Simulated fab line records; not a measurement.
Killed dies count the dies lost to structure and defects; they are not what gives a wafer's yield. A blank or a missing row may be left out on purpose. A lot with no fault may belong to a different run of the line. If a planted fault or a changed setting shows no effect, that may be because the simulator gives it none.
fab line records | flow sky130
[record] lots = 6 wafers = 18 last_day = 50
route steps=708 shown LDD_N@238 LDD_P@255 LDD_HVN@267 LDD_HVP@278 PAD_OPEN@708
lots that met no fault: taken from a fault-free run of the same line
start_h: hours from the record's opening day to when the first of the lot's shown wafers began | wait_h: how many hours have passed since the lot's step before this one | " the same as in the row above | L1.1+2: one row covering several wafers at once | - no value, or no start given | * or withheld: withheld | < > ~ a bound
route shown NAME@n: a module of which the file shows steps, and the number in the route of the first | usual: mean and standard deviation over wafers with no fault | same: alike in all rows | chamber/n: place in a boat | sites: per-site readings | _std_site: standard deviation of those values | _edge_site: mean of outer sites minus mean of inner sites | radius_mm: for every site, how far away it sits from the centre of the wafer | mask NAME#n: copy n | behind: the tool/chamber that last shaped the wafer | hold: the reason the lot was held/the length of the hold in hours/how it ended | device: which transistor (n, p or np) failed to switch | end of line: the same wafers' tests at the end of the route | a step without rows: its recipe alone | killed: not the wafer's yield, but the dies lost to structure and defects at the first sort | map: a wafer's dies, marking killed ones x, the rest . and places with no die _
set.NAME: the setting that was run; set.NAME@STEP: the one run at that earlier step | model.NAME: the simulator's own value behind a step, which no gauge read
lots seen at some steps along the route; tables by step, rows by wafer
services: from which hour (start_h, from the record's first day; less than 0 if before it) a tool's chamber was out of use, for how many hours, and why
[[steps]]
[step SKY_LDD_N_HMDS_01]
[recipe] prime_time_s = 60 prime_temp_c = 120
[step SKY_LDD_N_COAT_02]
[recipe] resist = NOVOLAK spin_rpm = 3000 resist_thk_nm = 300
[step SKY_LDD_N_SOFTBAKE_03]
[recipe] temp_c = 90 time_s = 60 resist = NOVOLAK
[step SKY_LDD_N_EXPOSE_04]
[recipe] mask_id = NTM target_cd_nm = 840 na = 0.6 source_shape = conventional sigma_outer = 0.6 dose_mj = 110
[step SKY_LDD_N_PEB_05]
[recipe] temp_c = withheld time_s = * resist = NOVOLAK
[step SKY_LDD_N_DEVELOP_06]
[recipe] develop_time_s = 60 dev_temp_c = 23.6
[step SKY_LDD_N_OVL_MEAS_07]
[usual] LDD_N_OVL = -0.6/1.2
// columns lot.wafer tool chamber start_h wait_h LDD_N_OVL[nm]
L147.1 overlay-02 - 444.15 0.1 0.7
L147.2 " - " " 0.5
L147.6 " - " " -0.5
L151.2 overlay-01 - 444.25 0.1 -2.3
L151.4 " - " " -3.9
L151.6 " - " " -2.9
L153.2 overlay-02 - 456.81 0.1 0.6
L153.4 " - " " 0.4
L153.5 " - " " 0.6
L155.3 overlay-02 - 478.01 0.1 -1.3
L155.4 " - " " -1.1
L155.6 " - " " -1.2
L162.1 overlay-01 - 564.30 0.1 -0.1
L162.3 " - " " -1.1
L162.5 " - " " -0.1
L164.3 overlay-02 - 573.11 0.1 0.8
L164.5 " - " " 1.1
L164.6 " - " " 1.2
[step SKY_LDD_N_IMPLANT_08]
[recipe] species = As energy_kev = 20 dose_cm2 = 7.5e+13 tilt_deg = withheld rotation_deg = 23
[step SKY_LDD_N_IMPLANT_09]
[recipe] species = As energy_kev = 20 dose_cm2 = 7.5e+13 tilt_deg = withheld rotation_deg = 113
[step SKY_LDD_N_IMPLANT_10]
[recipe] species = As energy_kev = 20 dose_cm2 = 7.5e+13 tilt_deg = withheld rotation_deg = 203
[step SKY_LDD_N_IMPLANT_11]
[recipe] species = As energy_kev = 20 dose_cm2 = 7.5e+13 tilt_deg = withheld rotation_deg = 293
[step SKY_LDD_N_IMPLANT_12]
[recipe] species = BF2 energy_kev = 50 dose_cm2 = 5e+12 tilt_deg = 30 rotation_deg = 0
[step SKY_LDD_N_IMPLANT_13]
[recipe] species = BF2 energy_kev = 50 dose_cm2 = 5e+12 tilt_deg = 30 rotation_deg = 90
[usual] beam_energy_keV = 50.002/0.016
// columns lot.wafer tool chamber start_h wait_h beam_energy_keV
L147.1 implanter-04 0 444.94 0.1 49.942
L147.2 " 0 " " 49.976
L147.6 " 0 " " 49.956
L151.2 implanter-01 0 445.35 0.1 49.996
L151.4 " 0 " " 50.014
L151.6 " 0 " " 50.001
L153.2 implanter-02 0 457.61 0.1 50.031
L153.4 " 0 " " 50.012
L153.5 " 0 " " 50.019
L155.3 implanter-04 0 478.84 0.1 50.001
L155.4 " 0 " " 50.003
L155.6 " 0 " " 50.010
L162.1 implanter-02 0 565.09 0.1 49.988
L162.3 " 0 " " 50.012
L162.5 " 0 " " 50.003
L164.3 implanter-02 0 573.94 0.1 50.024
L164.5 " 0 " " 49.996
L164.6 " 0 " " 50.014
[step SKY_LDD_N_IMPLANT_14]
[recipe] species = BF2 energy_kev = 50 dose_cm2 = 5e+12 tilt_deg = 30 rotation_deg = 180
[step SKY_LDD_N_IMPLANT_15]
[recipe] species = BF2 energy_kev = 50 dose_cm2 = 5e+12 tilt_deg = 30 rotation_deg = 270
[step SKY_LDD_N_STRIP_16]
[recipe] chemistry = O2/N2 power_w = 1400 pressure_mtorr = 1500 platen_temp_c = withheld o2_flow_sccm = 3000 n2_flow_sccm = 300 overash_fraction = 0.5
[usual] drypump_motor_current_A = 5.4/0.42 o2_flow_sccm = 2998/9 oes_product_au = 0.405/0.0046 strip_time_to_endpoint_s = 4.311/0.015
[same] overash_fraction = 0.5
// columns lot.wafer tool chamber start_h wait_h drypump_motor_current_A o2_flow_sccm oes_product_au rf_hours_counter_h strip_time_to_endpoint_s
L147.1 plasma_asher-03 0 445.39 0.1 6.0 3000 0.407 79 4.307
L147.2 " 1 " " 5.0 2989 0.408 79 4.293
L147.6 " 1 " " 4.9 2985 0.406 - 4.290
L151.2 plasma_asher-01 0 445.78 0.1 4.9 2985 0.406 1 4.305
L151.4 " 1 " " 5.8 2999 0.407 - 4.315
L151.6 " 1 " " 5.8 3004 0.402 - 4.306
L153.2 plasma_asher-01 1 458.04 0.1 5.8 2997 0.395 3 4.308
L153.4 " 1 " " 5.8 3001 0.397 - 4.307
L153.5 " 0 " " 4.9 3000 0.411 - 4.309
L155.3 plasma_asher-01 0 479.27 0.1 4.9 3005 0.403 - 4.325
L155.4 " 1 " " 5.8 2985 0.410 - 4.324
L155.6 " 0 " " 4.9 3003 0.396 - 4.303
L162.1 plasma_asher-03 1 565.54 0.1 5.0 3011 0.398 91 4.273
L162.3 " 1 " " 5.0 3003 0.406 - 4.279
L162.5 " 0 " " 6.0 2995 0.404 - 4.309
L164.3 plasma_asher-03 0 574.37 0.1 6.0 2996 0.406 - 4.288
L164.5 " 0 " " 6.0 3004 0.400 - 4.297
L164.6 " 1 " " 4.9 2977 0.403 - 4.298
[step SKY_LDD_N_TW_MEAS_17]
[usual] LDD_N_TW = 2578/24
// columns lot.wafer tool chamber start_h wait_h LDD_N_TW
L147.1 film_metro-01 - 445.49 0.1 2562
L147.2 " - " " 2564
L147.6 " - " " 2554
L151.2 film_metro-01 - 445.89 0.1 2561
L151.4 " - " " 2554
L151.6 " - " " 2564
L153.2 film_metro-01 - 458.15 0.1 2563
L153.4 " - " " 2563
L153.5 " - " " 2563
L155.3 film_metro-02 - 479.36 0.1 2573
L155.4 " - " " 2583
L155.6 " - " " 2562
L162.1 film_metro-02 - 565.64 0.1 2589
L162.3 " - " " 2575
L162.5 " - " " 2588
L164.3 film_metro-01 - 574.46 0.1 2536
L164.5 " - " " 2536
L164.6 " - " " 2533
[step SKY_LDD_P_DEHYDRATE_00]
[recipe] temp_c = 200 time_s = 60
[step SKY_LDD_P_HMDS_01]
[recipe] prime_time_s = 60 prime_temp_c = 120
[step SKY_LDD_P_COAT_02]
[recipe] resist = NOVOLAK spin_rpm = 3000 resist_thk_nm = 1140
[step SKY_LDD_P_SOFTBAKE_03]
[recipe] temp_c = 90 time_s = 60 resist = NOVOLAK
[step SKY_LDD_P_EXPOSE_04]
[recipe] mask_id = PSDM na = 0.6 source_shape = conventional sigma_outer = 0.6 polarization = unpolarized target_cd_nm = 380 dose_mj = 138
[step SKY_LDD_P_PEB_05]
[recipe] temp_c = withheld time_s = * resist = NOVOLAK
[step SKY_LDD_P_DEVELOP_06]
[recipe] resist = NOVOLAK developer = TMAH develop_time_s = 60 dev_temp_c = 23
[step SKY_LDD_P_CD_MEAS_07]
[recipe] target_cd_nm = 380
[usual] cd_nm = 379.7/2.3
// columns lot.wafer tool chamber start_h wait_h cd_nm
L147.1 cd_sem-02 - 476.24 0.1 378.3
L147.2 " - " " 376.8
L147.6 " - " " 377.0
L151.2 cd_sem-02 - 476.94 0.1 380.3
L151.4 " - " " 381.0
L151.6 " - " " 380.5
L153.2 cd_sem-01 - 487.97 0.1 383.9
L153.4 " - " " 383.2
L153.5 " - " " 381.9
L155.3 cd_sem-02 - 509.39 0.1 379.5
L155.4 " - " " 380.2
L155.6 " - " " 381.6
L162.1 cd_sem-02 - 595.07 0.1 378.9
L162.3 " - " " 376.4
L162.5 " - " " 378.1
L164.3 cd_sem-01 - 603.51 0.1 382.2
L164.5 " - " " 378.5
L164.6 " - " " 380.8
[step SKY_LDD_P_OVL_MEAS_08]
[usual] LDD_P_OVL = 0.8/1.4
// columns lot.wafer tool chamber start_h wait_h LDD_P_OVL[nm]
L147.1 overlay-02 - 476.36 0.1 1.1
L147.2 " - " " -0.4
L147.6 " - " " 0.9
L151.2 overlay-02 - 477.04 0.1 0.7
L151.4 " - " " 0.0
L151.6 " - " " 1.0
L153.2 overlay-02 - 488.08 0.1 2.4
L153.4 " - " " 1.0
L153.5 " - " " 0.8
L155.3 overlay-01 - 509.48 0.1 -0.1
L155.4 " - " " -0.3
L155.6 " - " " -1.5
L162.1 overlay-01 - 595.19 0.1 -0.3
L162.3 " - " " 0.0
L162.5 " - " " 1.9
L164.3 overlay-01 - 603.60 0.1 1.0
L164.5 " - " " 3.2
L164.6 " - " " 2.3
[step SKY_LDD_P_IMPLANT_09]
[recipe] species = BF2 energy_kev = 25 dose_cm2 = 1e+13 tilt_deg = withheld
[step SKY_LDD_P_STRIP_10]
[recipe] chemistry = O2/N2 power_w = 1400 pressure_mtorr = 1500 platen_temp_c = withheld o2_flow_sccm = 3000 n2_flow_sccm = 300 overash_fraction = 0.5
[usual] drypump_motor_current_A = 5.5/0.44 o2_flow_sccm = 3000/10 oes_product_au = 0.715/0.0045 strip_time_to_endpoint_s = 14.182/0.029
[same] overash_fraction = 0.5
// columns lot.wafer tool chamber start_h wait_h drypump_motor_current_A o2_flow_sccm oes_product_au rf_hours_counter_h strip_time_to_endpoint_s
L147.1 plasma_asher-02 0 476.55 0.1 6.0 2993 0.704 66 14.206
L147.2 " 1 " " 5.4 2992 0.714 66 14.183
L147.6 " 1 " " 5.4 2995 0.722 - 14.191
L151.2 plasma_asher-01 1 477.22 0.1 5.8 2996 0.708 4 14.194
L151.4 " 1 " " 5.8 3001 0.717 - 14.194
L151.6 " 1 " " 5.8 2990 0.714 - 14.193
L153.2 plasma_asher-02 1 488.26 0.1 5.4 2996 0.719 68 14.205
L153.4 " 1 " " 5.4 3002 0.710 - 14.154
L153.5 " 0 " " 6.0 3000 0.716 - 14.151
L155.3 plasma_asher-03 1 509.69 0.1 5.0 3002 0.723 - 14.136
L155.4 " 0 " " 6.0 2999 0.714 - 14.194
L155.6 " 1 " " 5.0 3009 0.718 - 14.180
L162.1 plasma_asher-03 0 595.37 0.1 6.0 2996 0.725 94 14.222
L162.3 " 0 " " 6.0 3003 0.717 - 14.241
L162.5 " 1 " " 4.9 3013 0.706 - 14.201
L164.3 plasma_asher-02 1 603.81 0.1 5.4 3019 0.710 - 14.120
L164.5 " 0 " " 6.0 3010 0.714 - 14.167
L164.6 " 1 " " 5.4 3014 0.719 - 14.146
[step SKY_LDD_P_TW_MEAS_11]
[usual] LDD_P_TW = 644/7.3
// columns lot.wafer tool chamber start_h wait_h LDD_P_TW
L147.1 film_metro-03 - 476.65 0.1 641
L147.2 " - " " 641
L147.6 " - " " 641
L151.2 film_metro-02 - 477.33 0.1 636
L151.4 " - " " 638
L151.6 " - " " 638
L153.2 film_metro-02 - 488.37 0.1 638
L153.4 " - " " 637
L153.5 " - " " 634
L155.3 film_metro-04 - 509.78 0.1 651
L155.4 " - " " 652
L155.6 " - " " 649
L162.1 film_metro-04 - 595.47 0.1 648
L162.3 " - " " 651
L162.5 " - " " 652
L164.3 film_metro-03 - 603.89 0.1 640
L164.5 " - " " 639
L164.6 " - " " 642
[step SKY_LDD_HVN_DEHYDRATE_00]
[recipe] temp_c = 200 time_s = 60
[step SKY_LDD_HVN_HMDS_01]
[recipe] prime_time_s = 60 prime_temp_c = 120
[step SKY_LDD_HVN_COAT_02]
[recipe] resist = NOVOLAK spin_rpm = 3000 resist_thk_nm = 300
[step SKY_LDD_HVN_SOFTBAKE_03]
[recipe] temp_c = 90 time_s = 60 resist = NOVOLAK
[step SKY_LDD_HVN_EXPOSE_04]
[recipe] mask_id = HVNTM na = 0.6 source_shape = conventional sigma_outer = 0.6 polarization = unpolarized target_cd_nm = 700 dose_mj = 127
[step SKY_LDD_HVN_PEB_05]
[recipe] temp_c = withheld time_s = * resist = NOVOLAK
[step SKY_LDD_HVN_DEVELOP_06]
[recipe] resist = NOVOLAK developer = TMAH develop_time_s = 60 dev_temp_c = 23
[step SKY_LDD_HVN_OVL_MEAS_07]
[usual] LDD_HVN_OVL = 1.4/1.1
// columns lot.wafer tool chamber start_h wait_h LDD_HVN_OVL[nm]
L147.1 overlay-02 - 506.77 0.1 2.5
L147.2 " - " " 1.2
L147.6 " - " " 1.0
L151.2 overlay-02 - 507.37 0.1 1.2
L151.4 " - " " 2.5
L151.6 " - " " 2.2
L153.2 overlay-02 - 518.40 0.1 3.2
L153.4 " - " " 2.2
L153.5 " - " " 2.7
L155.3 overlay-01 - 539.22 0.1 2.4
L155.4 " - " " 0.9
L155.6 " - " " 0.3
L162.1 overlay-01 - 623.79 0.1 0.7
L162.3 " - " " 2.9
L162.5 " - " " 1.0
L164.3 overlay-01 - 632.63 0.1 1.1
L164.5 " - " " 2.1
L164.6 " - " " 0.6
[step SKY_LDD_HVN_IMPLANT_08]
[recipe] species = P energy_kev = 60 dose_cm2 = 3.041e+13 tilt_deg = 40
[step SKY_LDD_HVN_STRIP_09]
[recipe] chemistry = O2/N2 power_w = 1400 pressure_mtorr = 1500 platen_temp_c = withheld o2_flow_sccm = 3000 n2_flow_sccm = 300 overash_fraction = 0.5
[usual] drypump_motor_current_A = 5.5/0.38 o2_flow_sccm = 3000/8.9 oes_product_au = 0.409/0.0042 strip_time_to_endpoint_s = 4.139/0.014
[same] overash_fraction = 0.5
// columns lot.wafer tool chamber start_h wait_h drypump_motor_current_A o2_flow_sccm oes_product_au rf_hours_counter_h strip_time_to_endpoint_s
L147.1 plasma_asher-04 1 506.95 0.1 5.1 2994 0.414 35 4.147
L147.2 " 0 " " 5.7 2999 0.407 35 4.147
L147.6 " 0 " " 5.7 3006 0.410 - 4.170
L151.2 plasma_asher-01 1 507.55 0.1 5.8 3002 0.411 7 4.148
L151.4 " 0 " " 4.9 2991 0.409 - 4.144
L151.6 " 0 " " 4.9 2987 0.407 - 4.164
L153.2 plasma_asher-01 1 518.58 0.1 5.8 2989 0.411 8 4.146
L153.4 " 1 " " 5.8 3008 0.411 - 4.153
L153.5 " 1 " " 5.8 3000 0.403 - 4.145
L155.3 plasma_asher-02 1 539.43 0.1 5.4 2993 0.406 - 4.140
L155.4 " 0 " " 6.0 2995 0.407 - 4.153
L155.6 " 1 " " 5.4 2989 0.418 - 4.144
L162.1 plasma_asher-02 0 623.98 0.1 6.0 3008 0.407 81 4.127
L162.3 " 1 " " 5.4 3003 0.412 - 4.115
L162.5 " 1 " " 5.4 3003 0.409 - 4.134
L164.3 plasma_asher-01 0 632.84 0.1 4.9 2994 0.399 - 4.104
L164.5 " 0 " " 4.9 2986 0.406 - 4.128
L164.6 " 1 " " 5.8 2994 0.412 - 4.099
[step SKY_LDD_HVN_TW_MEAS_10]
[usual] LDD_HVN_TW = 1439/25
// columns lot.wafer tool chamber start_h wait_h LDD_HVN_TW
L147.1 film_metro-04 - 507.05 0.1 1470
L147.2 " - " " 1469
L147.6 " - " " 1471
L151.2 film_metro-02 - 507.66 0.1 1443
L151.4 " - " " 1436
L151.6 " - " " 1435
L153.2 film_metro-01 - 518.69 0.1 1403
L153.4 " - " " 1403
L153.5 " - " " 1402
L155.3 film_metro-02 - 539.51 0.1 1436
L155.4 " - " " 1443
L155.6 " - " " 1448
L162.1 film_metro-01 - 624.08 0.1 1411
L162.3 " - " " 1405
L162.5 " - " " 1409
L164.3 film_metro-01 - 632.92 0.1 1405
L164.5 " - " " 1411
L164.6 " - " " 1407
[step SKY_LDD_HVP_DEHYDRATE_00]
[recipe] temp_c = 200 time_s = 60
[step SKY_LDD_HVP_HMDS_01]
[recipe] prime_time_s = 60 prime_temp_c = 120
[step SKY_PAD_OPEN_PROBE_99]
[usual] killed_at_M0_to_M3 = 45/7.5 killed_at_M4_up = 2.8/1.9 killed_at_contacts = 25/5.5 killed_at_front_end = 14/4 killed_at_other = 0.3/0.75 killed_dies = 87/9.4 killed_on_rim = 17/3.8 killed_open = 47/6.6 killed_short = 39/6.6
[same] gross_dies = 492 killed_at_back_side = 0
// columns lot.wafer tool chamber start_h wait_h killed_at_M0_to_M3 killed_at_M4_up killed_at_contacts killed_at_front_end killed_at_other killed_dies killed_on_rim killed_open killed_short model.etest.nfet_01v8.drive_ua_um_range model.etest.nfet_01v8.vt_v_range
L147.1 prober-02 - 1106.70 0.1 43 2 26 11 0 82 19 48 34 9.23 0.01091
L147.2 prober-02 - 1106.75 0.1 41 3 26 5 0 75 14 37 38 6.461 0.007592
L147.6 prober-02 - 1106.95 0.2 48 0 23 15 0 86 18 52 34 7.686 0.004905
L151.2 prober-02 - 1110.11 0.1 36 4 24 17 0 81 20 48 33 9.454 0.01087
L151.4 prober-02 - 1110.21 0.2 35 1 28 13 0 77 14 38 39 14.56 0.005347
L151.6 prober-02 - 1110.31 0.2 36 6 23 20 0 85 15 42 43 7.995 0.01349
L153.2 prober-02 - 1115.11 0.1 36 1 35 23 1 96 14 58 38 11.55 0.007649
L153.4 prober-02 - 1115.21 0.2 51 6 31 12 0 100 18 53 47 5.801 0.007482
L153.5 prober-02 - 1115.26 0.2 32 2 31 20 1 86 15 42 44 6.212 0.008236
L155.3 prober-02 - 1133.53 0.2 44 6 25 15 0 90 10 47 43 6.629 0.007081
L155.4 prober-02 - 1133.58 0.2 47 3 23 19 1 93 17 48 45 10.41 0.008821
L155.6 prober-02 - 1133.68 0.2 43 1 23 15 0 82 13 48 34 6.771 0.01063
L162.1 prober-02 - 1181.93 0.1 39 4 28 12 0 83 11 48 35 9.948 0.01317
L162.3 prober-02 - 1182.03 0.2 43 3 28 12 0 86 20 54 32 11.17 0.01495
L162.5 prober-02 - 1182.13 0.2 50 0 19 15 0 84 11 50 34 16.05 0.01865
L164.3 prober-02 - 1188.17 0.2 46 1 22 15 0 84 19 48 36 10.51 0.0124
L164.5 prober-02 - 1188.27 0.2 41 6 30 12 1 90 16 46 44 15.34 0.01344
L164.6 prober-02 - 1188.32 0.2 45 4 26 10 0 85 18 44 41 13.29 0.01263
// killed by level:class
L147.1 CONTACT:geometric_particle:open=10 VIA1:geometric_particle:open=10 VIA3:geometric_particle:open=8 LI_CONTACT:geometric_particle:open=7 CONTACT:geometric_particle:short=5 VIA2:geometric_particle:open=5 VIA3:geometric_particle:short=5 METAL1:geometric_particle:short=4
L147.2 CONTACT:geometric_particle:open=10 VIA1:geometric_particle:open=6 METAL3:geometric_particle:short=6 LI_CONTACT:geometric_particle:open=5 LOCAL_INTERCONNECT:geometric_particle:short=4 CONTACT:geometric_particle:short=4 METAL1:geometric_particle:short=4 METAL2:geometric_particle:short=4
L147.6 VIA1:geometric_particle:open=19 CONTACT:geometric_particle:open=7 VIA3:geometric_particle:open=6 CONTACT:geometric_particle:short=6 METAL2:geometric_particle:short=6 FIELD_ISO:geometric_particle:open=5 LI_CONTACT:geometric_particle:open=5 METAL3:geometric_particle:short=4
L151.2 VIA1:geometric_particle:open=9 LI_CONTACT:geometric_particle:open=7 FIELD_ISO:geometric_particle:open=6 CONTACT:geometric_particle:open=6 VIA2:geometric_particle:open=6 METAL1:geometric_particle:short=5 VIA3:geometric_particle:open=5 CONTACT:geometric_particle:short=4
L151.4 CONTACT:geometric_particle:open=11 METAL2:geometric_particle:short=7 LI_CONTACT:geometric_particle:open=6 LI_CONTACT:geometric_particle:short=5 VIA1:geometric_particle:open=5 METAL3:geometric_particle:short=4 POLY_GATE:geometric_particle:short=4 METAL1:geometric_particle:short=4
L151.6 CONTACT:geometric_particle:open=11 VIA1:geometric_particle:open=7 CONTACT:geometric_particle:short=6 VIA1:geometric_particle:short=6 VIA3:geometric_particle:open=6 METAL4:geometric_particle:short=6 FIELD_ISO:geometric_particle:short=5 FIELD_ISO:geometric_particle:open=5
L153.2 CONTACT:geometric_particle:open=13 POLY_GATE:geometric_particle:open=10 VIA1:geometric_particle:open=8 FIELD_ISO:geometric_particle:open=6 LI_CONTACT:geometric_particle:open=6 VIA1:geometric_particle:short=6 LI_CONTACT:geometric_particle:short=5 CONTACT:geometric_particle:short=5
L153.4 CONTACT:geometric_particle:open=12 VIA1:geometric_particle:open=12 VIA1:geometric_particle:short=10 CONTACT:geometric_particle:short=9 VIA3:geometric_particle:open=8 METAL1:geometric_particle:short=6 FIELD_ISO:geometric_particle:short=5 POLY_GATE:geometric_particle:open=4
L153.5 CONTACT:geometric_particle:short=8 CONTACT:geometric_particle:open=7 METAL1:geometric_particle:short=6 LI_CONTACT:geometric_particle:open=6 VIA1:geometric_particle:open=6 LOCAL_INTERCONNECT:geometric_particle:short=6 FIELD_ISO:geometric_particle:open=5 POLY_GATE:geometric_particle:open=5
L155.3 VIA1:geometric_particle:open=13 CONTACT:geometric_particle:open=10 VIA3:geometric_particle:open=9 CONTACT:geometric_particle:short=6 LOCAL_INTERCONNECT:geometric_particle:short=5 METAL2:geometric_particle:short=5 METAL1:geometric_particle:short=4 VIA1:geometric_particle:short=4
L155.4 VIA1:geometric_particle:open=10 LI_CONTACT:geometric_particle:open=9 METAL1:geometric_particle:short=9 POLY_GATE:geometric_particle:short=7 CONTACT:geometric_particle:open=6 VIA3:geometric_particle:open=6 METAL2:geometric_particle:short=6 VIA2:geometric_particle:open=5
L155.6 VIA1:geometric_particle:open=10 CONTACT:geometric_particle:open=8 LI_CONTACT:geometric_particle:open=7 VIA2:geometric_particle:open=7 METAL2:geometric_particle:short=7 VIA1:geometric_particle:short=6 POLY_GATE:geometric_particle:open=5 FIELD_ISO:geometric_particle:open=4
L162.1 CONTACT:geometric_particle:open=15 VIA1:geometric_particle:open=13 FIELD_ISO:geometric_particle:open=5 VIA3:geometric_particle:open=5 LOCAL_INTERCONNECT:geometric_particle:short=5 METAL1:geometric_particle:short=5 LI_CONTACT:geometric_particle:open=4 METAL4:geometric_particle:short=4
L162.3 LI_CONTACT:geometric_particle:open=9 CONTACT:geometric_particle:open=9 VIA3:geometric_particle:open=9 VIA1:geometric_particle:open=8 VIA2:geometric_particle:open=8 LOCAL_INTERCONNECT:geometric_particle:short=6 FIELD_ISO:geometric_particle:open=5 VIA1:geometric_particle:short=5
L162.5 VIA1:geometric_particle:open=12 CONTACT:geometric_particle:open=9 LI_CONTACT:geometric_particle:open=7 VIA1:geometric_particle:short=7 METAL1:geometric_particle:short=6 VIA2:geometric_particle:open=6 VIA3:geometric_particle:open=6 FIELD_ISO:geometric_particle:open=5
L164.3 VIA1:geometric_particle:open=10 CONTACT:geometric_particle:open=8 LI_CONTACT:geometric_particle:open=7 POLY_GATE:geometric_particle:open=5 VIA1:geometric_particle:short=5 VIA2:geometric_particle:open=5 VIA3:geometric_particle:open=5 METAL1:geometric_particle:short=4
L164.5 VIA1:geometric_particle:open=11 CONTACT:geometric_particle:open=8 LOCAL_INTERCONNECT:geometric_particle:short=7 LI_CONTACT:geometric_particle:open=6 POLY_GATE:geometric_particle:open=5 VIA2:geometric_particle:short=5 METAL4:geometric_particle:short=5 FIELD_ISO:geometric_particle:short=4
L164.6 VIA1:geometric_particle:open=10 VIA2:geometric_particle:open=10 LI_CONTACT:geometric_particle:open=9 CONTACT:geometric_particle:short=7 VIA1:geometric_particle:short=5 FIELD_ISO:geometric_particle:short=4 LOCAL_INTERCONNECT:geometric_particle:short=4 VIA2:geometric_particle:short=4
[[services]]
// columns tool chamber start_h hours kind
plasma_asher-01 - 421.25 9.0 pm
plasma_asher-01 0 421.25 9.0 vent_cycle
plasma_asher-01 1 421.25 9.0 vent_cycle
plasma_asher-01 0 430.25 - clean
plasma_asher-01 1 430.25 - clean
implanter-04 - 452.21 5.4 repair
plasma_asher-03 - 455.57 0.7 repair
plasma_asher-01 - 481.46 3.8 repair
implanter-04 - 497.84 0.8 repair
implanter-04 - 511.71 2.0 repair
implanter-04 - 521.40 4.9 repair
plasma_asher-01 - 557.41 2.3 repair
plasma_asher-03 - 568.71 1.1 repair
plasma_asher-03 - 570.49 1.9 repair
implanter-02 - 583.74 2.8 repair
implanter-01 - 611.05 1.2 repair
plasma_asher-04 - 617.57 4.3 repair
[[key]]
first_sign none at tools or gauges
[model_effect] step = SKY_PAD_OPEN_PROBE_99 value = etest.nfet_01v8.drive_ua_um_range without = 7.105 struck = 12.72
met_at SKY_LDD_N_IMPLANT_13
struck_wafers L162.1,L162.3,L162.5,L164.3,L164.5,L164.6
tester_left_out L162,L164
onset_between 457.61 565.09
also_fits time
[fault] kind = process_parameter_drift tool = implanter-02 chamber = - onset_h = 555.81 steps = SKY_LDD_N_IMPLANT_13 channel = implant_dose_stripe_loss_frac offset = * shape = step end_h = 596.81
// tester_left_out: of these lots the tester's yield and bins aren't shown, on N5 and GAA mostly nor the transistor test; their killed dies are dies lost to structure and defects alone, not to doping, threshold or leakage, so they don't give the yield
